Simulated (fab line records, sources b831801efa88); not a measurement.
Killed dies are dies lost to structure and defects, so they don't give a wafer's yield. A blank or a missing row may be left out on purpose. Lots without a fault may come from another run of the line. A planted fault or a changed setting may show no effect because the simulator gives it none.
Split-lot experiment | flow sky130 | 5 lots, 23 wafers read, on a route of 708 steps

THE SPLIT
At SKY_CONTACT_ETCH_16 (etches BARC in N2/H2, stops on SiO2, time 45.9 s, target depth 60 nm), the setting time_s was moved away from the recipe's 45.9 s on 10 of the 23 wafers read, by -8.9% to +14.2%. The other wafers ran this setting at the recipe's value.

FROM THE SPLIT TO THE READING: what the file shows between them, 1 step
- SKY_CONTACT_ETCH_17: etches SiO2 in C4F8/O2/Ar, stops on Si3N4, target depth 340 nm

THE READING
KrF-thick_of_CONTACT_COAT_09.thk_nm (the simulator's own value, which no gauge read), in nm, at SKY_CONTACT_ETCH_18 (etches Si3N4 in CHF3/O2, stops on TiN, time 39 s, target depth 75 nm). The file gives no usual value for it. The 13 wafers here that ran the recipe average 245.9 nm, standard deviation 2.6 nm.

wafer  | tool, chamber at the split | time_s as run, s | against the recipe | KrF-thick_of_CONTACT_COAT_09.thk_nm, nm | against lot-mates on the recipe
L076.1 | rie_diel-02, 1             | 52.19            | +13.7%             | 239.5                                   | -7.2
L076.2 | rie_diel-02, 0             | 45.9             | recipe             | 244.2                                   | -
L076.3 | rie_diel-02, 2             | 45.9             | recipe             | 248.4                                   | -
L076.4 | rie_diel-02, 3             | 45.9             | recipe             | 247.6                                   | -
L076.5 | rie_diel-02, 1             | 52.19            | +13.7%             | 237.1                                   | -9.6
L078.2 | rie_diel-02, 1             | 45.9             | recipe             | 242.9                                   | -
L078.5 | rie_diel-02, 0             | 45.9             | recipe             | 240.8                                   | -
L078.6 | rie_diel-02, 3             | 45.9             | recipe             | 244.5                                   | -
L079.2 | rie_diel-02, 1             | 43.04            | -6.2%              | 244.3                                   | -0.9
L079.3 | rie_diel-02, 2             | 43.04            | -6.2%              | 247.5                                   | +2.2
L079.4 | rie_diel-02, 3             | 45.9             | recipe             | 245.4                                   | -
L079.5 | rie_diel-02, 1             | 43.04            | -6.2%              | 245.5                                   | +0.2
L079.6 | rie_diel-02, 2             | 45.9             | recipe             | 245.1                                   | -
L080.1 | rie_diel-03, 1             | 52.42            | +14.2%             | 236.5                                   | -8.5
L080.2 | rie_diel-03, 2             | 45.9             | recipe             | 245.9                                   | -
L080.3 | rie_diel-03, 0             | 52.42            | +14.2%             | 232.5                                   | -12.5
L080.4 | rie_diel-03, 3             | 45.9             | recipe             | 244.1                                   | -
L080.5 | rie_diel-03, 1             | 52.42            | +14.2%             | 237.2                                   | -7.8
L085.1 | rie_diel-02, 0             | 41.8             | -8.9%              | 250.9                                   | +1.7
L085.2 | rie_diel-02, 3             | 41.8             | -8.9%              | 254.8                                   | +5.6
L085.3 | rie_diel-02, 2             | 45.9             | recipe             | 248.9                                   | -
L085.5 | rie_diel-02, 3             | 45.9             | recipe             | 250.4                                   | -
L085.6 | rie_diel-02, 2             | 45.9             | recipe             | 248.4                                   | -

THE FIT
A straight line over all 23 wafers: KrF-thick_of_CONTACT_COAT_09.thk_nm changes by -0.603 nm for each +1% of time_s; r = -0.85; the points scatter about the line by 2.9 nm.
The same after taking each lot's own level away (the mean of its wafers on the recipe; 23 wafers): -0.547 nm for each +1%; r = -0.91; scatter 1.9 nm.
On that fit, the largest move of time_s shifts the reading by 7.8 nm.
The lots' own levels span 242.73 to 249.23 nm, that is 2.5 times the standard deviation above.
So the lot-to-lot level changes the slope: the two fits differ.
Check: with one of the wafers moved furthest among these (+14.2%) left out of the fit, the line predicts -8.59 nm for it against its lot-mates. It came out at -8.5 nm against them.

OTHER SPLITS ON THESE WAFERS
These wafers also went through other splits before the reading. Each is held against what the fit with the lots' levels taken away leaves over:
other split on the same wafers                        | wafers away from the commonest value | r with KrF-thick_of_CONTACT_COAT_09.thk_nm (lot level and that fit taken away)
SKY_SD_N_IMPLANT_09 energy_kev                        | 11                                   | +0.03
SKY_LI_CONTACT_HDPCVD_00 time_s                       | 4                                    | -0.08
SKY_LI_CONTACT_EXPOSE_09 dose_mj                      | 4                                    | +0.00
SKY_LOCAL_INTERCONNECT_SPUTTER_00 chamber_pressure_pa | 15                                   | -0.03

THE WHOLE CHAIN: every reading that the file lists as answering this split, in the file's order
step                | what it does                                                         | reading                                                                              | change (the file's fit)               | r (the file's)
SKY_CONTACT_ETCH_16 | etches BARC in N2/H2, stops on SiO2, time 45.9 s, target depth 60 nm | KrF-thick_of_CONTACT_COAT_09.thk_nm (the simulator's own value, which no gauge read) | -0.456 nm for each +1% of the setting | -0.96
SKY_CONTACT_ETCH_17 | etches SiO2 in C4F8/O2/Ar, stops on Si3N4, target depth 340 nm       | KrF-thick_of_CONTACT_COAT_09.thk_nm (the simulator's own value, which no gauge read) | -0.495 nm for each +1% of the setting | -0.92
SKY_CONTACT_ETCH_18 | etches Si3N4 in CHF3/O2, stops on TiN, time 39 s, target depth 75 nm | KrF-thick_of_CONTACT_COAT_09.thk_nm (the simulator's own value, which no gauge read) | -0.565 nm for each +1% of the setting | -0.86

THE FILE'S OWN FIT
KrF-thick_of_CONTACT_COAT_09.thk_nm changes by -0.565 nm for each +1% of time_s, r = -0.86.
